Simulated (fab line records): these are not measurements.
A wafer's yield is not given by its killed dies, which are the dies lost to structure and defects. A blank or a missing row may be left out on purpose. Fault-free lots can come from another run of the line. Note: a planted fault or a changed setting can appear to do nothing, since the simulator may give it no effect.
Which tool did it? ; flow sky130 ; route of 708 steps, sampled at 1 step: 6 lots, 18 wafers

WHAT THE GAUGES SHOWED, per wafer
SKY_VT_ADJUST_HVTR_OVL_MEAS_08.
lot;measured;on;VT_ADJUST_HVTR_OVL (nm)
L551;day 11 05:59;overlay-01;-0.7 -1.1 0.3
L555;day 12 06:50;overlay-02;0.2 0.6 -0.5
L557;day 12 16:52;overlay-01;-1.3 -1.4 0.8
L566;day 15 12:23;overlay-02;2.2 -0.2 1.5
L567;day 16 07:50;overlay-01;0.8 -1.6 0.2
L569;day 16 10:32;overlay-02;-2.2 -0.3 -1.5

WHICH TOOL RAN EACH LOT (tool, then ch and the chambers of the sampled wafers, then the start)
Record: no process step prior to these readings.

THE ANSWER, worked out from the rows above alone
Rule: the lots themselves supply what counts as usual. Put in order of their means at a reading, lots are off if they are a third of the lots or fewer, leave a main group of 4 or more, and stand apart from it by a gap of 3 or more times the standard deviation of the main group's means; of several such gaps the widest counts. If all means in a main group match to the digits the tables above print for the reading, that group is not used. A lot without any number at a reading at which 4 lots or more have one is off too. Where the step has rows for the other lots, those lots are counted as sound.
None of the lots is off at any reading shown; this tells nothing.

WHAT THE SIMULATOR HAD PUT IN
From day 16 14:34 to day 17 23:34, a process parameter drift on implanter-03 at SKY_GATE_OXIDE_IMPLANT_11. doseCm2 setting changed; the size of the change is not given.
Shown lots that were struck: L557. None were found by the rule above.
